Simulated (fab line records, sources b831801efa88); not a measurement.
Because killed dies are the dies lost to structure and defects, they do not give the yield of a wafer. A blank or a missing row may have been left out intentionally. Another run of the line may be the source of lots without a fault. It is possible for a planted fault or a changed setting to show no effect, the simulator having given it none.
A lot that was struck, set against a sound lot ; flow sfq_line ; 20 out of 325 route steps
Sound: wafers L471.2, L471.3, L471.5. Struck: wafer L479.6. (L479.3, L479.4 of the same lot were not struck and are left out.) The cause comes at the end.
At each step with rows: each side's tool, then ch and its chambers, then its first start. Under that, the readings that differ: sound wafers ; struck wafers ; difference of the means ; sigmas: that difference in standard deviations of wafers without a fault.
alike: words and numbers the same on both sides, and readings whose means are apart by under 2 such deviations; not compared: readings that were withheld, readings missing a value for some wafer, numbers with overlapping values and no deviation given by the record, and bounds like >300 which may hide the same value.
Wherever a step has rows on one side only, a row that says differs or no value, or a row with sigmas, the two part there. When numbers do not overlap yet have no deviation, they are printed without sigmas and do not part them. A reading that every wafer of one side lacks parts them only if that side has two wafers or more.

first, 2 steps without rows for these wafers: SFQ_TRILAYER_I1_VIA_LITHO_PEB_052 (peb time 60 s); SFQ_TRILAYER_I1_VIA_LITHO_DEVELOP_051 (time 60 s).
SFQ_I1_OVL_MEAS_913:
  sound on overlay-01 at day 18 12:19; struck on overlay-01 at day 21 07:37
reading;sound;struck;difference;sigmas
I1_OVL (nm);10 11 6;-2;-11;-2
SFQ_TRILAYER_I1_VIA_BARC_OPEN_VIA_ETCH_071: etches BARC in O2, target depth 125 nm, time 41.7 s.
  sound on rie_diel-03 ch 0,3, day 18 12:20; struck on rie_diel-01 ch 1, day 21 07:38
  alike: drypump_motor_current_A, oes_product_au
  not compared: rf_hours_counter_h
SFQ_TRILAYER_I1_VIA_ETCH_VIA_ETCH_052: etches SiO2 in CHF3, stops on Nb, target depth 260 nm.
  sound on rie_diel-03 ch 0,3, day 18 12:23; struck on rie_diel-01 ch 1, day 21 07:41
  alike: drypump_motor_current_A, oes_product_au
SFQ_TRILAYER_I1_VIA_STRIP_STRIP_053: strips in O2.
  sound on rie_metal-01 ch 0,1, day 18 12:30; struck on rie_metal-01 ch 0, day 21 07:59
reading;sound;struck;difference;sigmas
oes_product_au (a.u.);1.022 1.001 1.010;0.987;-0.024;-3
  alike: drypump_motor_current_A
  not compared: rf_hours_counter_h
then, 2 steps without rows for these wafers: SFQ_TRILAYER_I1_VIA_STRIP_SOLV_CLEAN_054 (cleans in NMP, time 600 s); SFQ_TRILAYER_M2_DEP_PRE_CLEAN_056 (time 22.5 s).
SFQ_TRILAYER_M2_DEP_SPUTTER_055: material Nb, target thk 200 nm, time 133.3 s.
  sound on pvd_sputter-05 at day 18 13:19; struck on pvd_sputter-04 at day 21 08:37
  alike: throttle_valve_pct
SFQ_M2_RS_MEAS_914: a four-point-probe measurement.
  sound on film_metro-01 at day 18 13:26; struck on film_metro-03 at day 21 08:44
  alike: M2_NB_RS
then, 1 step without rows for these wafers: SFQ_TRILAYER_M2_LITHO_COAT_062 (resist thk 62 nm).
SFQ_TRILAYER_M2_LITHO_COAT_057: resist thk 600 nm.
  sound on litho_track-02 ch 0, day 18 13:56; struck on litho_track-04 ch 0, day 21 09:17
reading;sound;struck;difference;sigmas
model.KrF_of_TRILAYER_M2_LITHO_COAT_057.thk_nm (nm);601.3 601.1 600.5;527.8;-73.2;
then, 4 steps without rows for these wafers: SFQ_TRILAYER_M2_LITHO_SOFTBAKE_061; SFQ_TRILAYER_M2_LITHO_EXPOSE_058 (exposes mask M2, target cd 500 nm); SFQ_TRILAYER_M2_LITHO_PEB_060 (peb time 60 s); SFQ_TRILAYER_M2_LITHO_DEVELOP_059 (time 60 s).
-- the record jumps here: 7 days lie between the struck wafers' starts before and after --
SFQ_M2_OVL_MEAS_916:
  sound on overlay-01 at day 25 04:53; struck on overlay-02 at day 28 04:49
  alike: M2_OVL
SFQ_TRILAYER_M2_BARC_OPEN_METAL_ETCH_077: etches BARC in O2, target depth 125 nm, time 41.7 s.
  sound on rie_metal-03 ch 0,1, day 25 04:55; struck on rie_metal-03 ch 1, day 28 04:51
reading;sound;struck;difference;sigmas
model.M2.cd_nm (nm);500.6 500.4 500.1;494.2;-6.2;
  alike: drypump_motor_current_A, oes_product_au
  not compared: rf_hours_counter_h
SFQ_TRILAYER_M2_ETCH_METAL_ETCH_060: etches Nb in Cl2/Ar, stops on SiO2, target depth 240 nm, time 120 s.
  sound on rie_metal-03 ch 0,1, day 25 04:59; struck on rie_metal-03 ch 1, day 28 04:56
reading;sound;struck;difference;sigmas
model.KrF_of_TRILAYER_M2_LITHO_COAT_057.thk_nm (nm);381.8 382 381.2;308.8;-72.9;
model.M2.cd_nm (nm);499.2 500.4 498.6;495.5;-3.9;
  alike: drypump_motor_current_A, oes_product_au
  not compared: rf_hours_counter_h
SFQ_TRILAYER_M2_STRIP_STRIP_061: strips in O2.
  sound on rie_metal-03 ch 0,1, day 25 05:06; struck on rie_metal-03 ch 1, day 28 05:13
  alike: drypump_motor_current_A, oes_product_au
  not compared: rf_hours_counter_h

== WHERE THEY PART ==
At SFQ_I1_OVL_MEAS_913 first; at SFQ_TRILAYER_I1_VIA_STRIP_STRIP_053 last (within this record only). Later steps at which nothing parts them and some readings are alike: SFQ_TRILAYER_M2_DEP_SPUTTER_055, SFQ_M2_RS_MEAS_914, SFQ_M2_OVL_MEAS_916, SFQ_TRILAYER_M2_BARC_OPEN_METAL_ETCH_077, SFQ_TRILAYER_M2_ETCH_METAL_ETCH_060, SFQ_TRILAYER_M2_STRIP_STRIP_061.

WHY: whatever the simulator had introduced
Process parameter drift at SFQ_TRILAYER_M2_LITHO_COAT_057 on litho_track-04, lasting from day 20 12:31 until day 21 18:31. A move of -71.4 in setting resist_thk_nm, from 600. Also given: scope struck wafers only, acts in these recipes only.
